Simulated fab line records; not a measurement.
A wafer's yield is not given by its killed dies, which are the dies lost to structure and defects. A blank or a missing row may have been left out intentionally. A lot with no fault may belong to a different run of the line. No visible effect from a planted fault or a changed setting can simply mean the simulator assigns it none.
A lot that was struck, set against a sound lot | flow gf180mcu | 31 steps out of a route of 602
Sound: wafers L327.1, L327.5, L327.6. Struck: wafer L318.5. (L318.2, L318.3 of the same lot were not struck and are left out.) The cause comes at the end.
Each step with rows lists, per side, the tool, then ch with its chambers, then its first start. Under that, the readings that differ: sound wafers | struck wafers | difference of the means | sigmas: that difference in standard deviations of wafers without a fault.
alike: readings with means less than 2 such deviations apart, plus words and numbers identical on both sides. not compared: withheld readings, readings lacking a value on some wafer, bounds such as >300 that could conceal the same value, and numbers that have no deviation in the record and whose values overlap.
The two part at a step that has a row with sigmas, a row that says differs or no value, or rows on one side only. Non-overlapping numbers with no deviation appear without sigmas and do not part them. A reading that every wafer of one side lacks parts them only if that side has two wafers or more.

first, 9 steps without rows for these wafers: GF_M2_SOFTBAKE_10 (time 60 s); GF_M2_EXPOSE_11 (exposes mask Metal2, target cd 280 nm); GF_M2_PEB_12 (peb time 90 s); GF_M2_DEVELOP_13 (develop time 60 s); GF_M2_METAL_ETCH_16 (etches the open film in Cl2/BCl3, stops on SiO2, target depth 750.8 nm, time 125.1 s); GF_M2_STRIP_17 (strips in O2/N2); GF_M2_STRIP_18 (strips in post etch residue remover, time 1200 s); GF_M2_CLEAN_19 (cleans in DIW); GF_V2_CVD_00 (deposits SiO2, target thk 600 nm, time 100 s).
GF_V2_CVD_02: deposits SiO2 from TEOS, target thk 850 nm, time 94.851 s.
  sound on pecvd-01 ch 1,2, day 27 04:47; struck on pecvd-03 ch 2, day 24 15:53
  reading                             | sound             | struck | difference | sigmas
  model.SiO2_of_V2_CVD_02.thk_nm (nm) | 835.4 857.8 844.7 | 527.6  | -318.4     |
  alike: heater_power_w, rf_fwd_power_W, susceptor_temp_C
GF_V2_THK_MEAS_03:
  sound: film_metro-02 at day 27 04:51; struck: film_metro-02 at day 24 16:11
  reading            | sound       | struck | difference | sigmas
  V2_CVD_02_THK (nm) | 836 858 845 | 528    | -318       | -27
  not compared: hold
GF_V2_CMP_04: polishes SiO2.
  sound on cmp-02 ch 0,2,3, day 27 05:01; struck on cmp-01 ch 0, day 25 00:23
  reading                | sound    | struck                   | difference                   | sigmas
  hold                   | - - -    | await_dispo/2.7h/release | no value on the sound wafers |
  time_to_endpoint_s (s) | 68 85 84 | 38                       | -41                          | -6
  alike: motor_current_A, retaining_ring_pressure_frac
GF_V2_BOW_MEAS_05:
  sound: film_metro-04 at day 27 05:13; struck: film_metro-03 at day 25 00:59
  not compared: hold, V2_BOW
then, 8 steps without rows for these wafers: GF_V2_HMDS_07 (prime time 60 s); GF_V2_COAT_08; GF_V2_COAT_09 (resist thk 1000 nm); GF_V2_SOFTBAKE_10 (time 60 s); GF_V2_EXPOSE_11 (exposes mask Via2, target cd 260 nm); GF_V2_PEB_12 (peb time 90 s); GF_V2_DEVELOP_13 (develop time 60 s); GF_V2_ETCH_16 (etches BARC in N2/H2).
GF_V2_ETCH_17: etches SiO2 in C4F8/O2/Ar, stops on TiN, target depth 630 nm.
  sound: rie_diel-01 ch 0,1; struck: rie_diel-02 ch 3
  reading                        | sound             | struck | difference | sigmas
  oes_product_au (a.u.)          | 0.857 0.858 0.859 | 0.777  | -0.081     | -18
  model.etch.depth_nm (nm)       | 629.1 633.3 633.2 | 527.6  | -104.3     |
  model.V2.feature_depth_nm (nm) | 629.1 633.3 633.2 | 527.6  | -104.3     |
  alike: chamber_pressure_mTorr, rf_fwd_power_W
then, 6 steps without rows for these wafers: GF_V2_STRIP_18 (strips in O2/N2); GF_V2_STRIP_19 (strips in post etch residue remover, time 1200 s); GF_V2_CLEAN_20 (cleans in DIW); GF_V2_SPUTTER_21 (material Ti, target thk 15 nm, time 80.02 s); GF_V2_SPUTTER_22 (material TiN, target thk 10 nm, time 40 s); GF_V2_CVD_23 (deposits W, target thk 350 nm, time 104.94 s).
GF_V2_CMP_26: polishes, stops on SiO2, t overpolish 15 s, target thk 0 nm.
  sound on cmp-02 ch 0,2,3, day 28 02:24; struck on cmp-01 ch 1, day 25 15:19
  reading                             | sound             | struck | difference | sigmas
  model.SiO2_of_V2_CVD_02.thk_nm (nm) | 625.3 629.5 629.5 | 523.8  | -104.3     |
  alike: motor_current_A, overpolish_run_s, retaining_ring_pressure_frac, time_to_endpoint_s
then, 1 step without rows for these wafers: GF_M3_SPUTTER_00 (material Ti, target thk 37.5 nm, time 150 s).
-- the record jumps here: 8 days lie between the struck wafers' starts before and after (it left off in module M3 and takes up again in module PASSIVATION, whose first step shown is number 602 of the route) --
GF_PASSIVATION_PROBE_99:
  sound: prober-01 at day 35 02:05; struck: prober-01 at day 33 06:58
  reading                               | sound                | struck | difference | sigmas
  model.etest.met3_comb.leak_log10_a_um | -11.89 -11.94 -12.02 | -7.284 | +4.666     |
  model.etest.via2_chain.rc_ohm         | 6.389 6.614 6.227    | 6.137  | -0.273     |

## WHERE THEY PART
First at GF_V2_THK_MEAS_03; last, within this record, at GF_V2_ETCH_17. Later steps at which nothing parts them and some readings are alike: GF_V2_CMP_26.

WHY: what had been put in by the simulator
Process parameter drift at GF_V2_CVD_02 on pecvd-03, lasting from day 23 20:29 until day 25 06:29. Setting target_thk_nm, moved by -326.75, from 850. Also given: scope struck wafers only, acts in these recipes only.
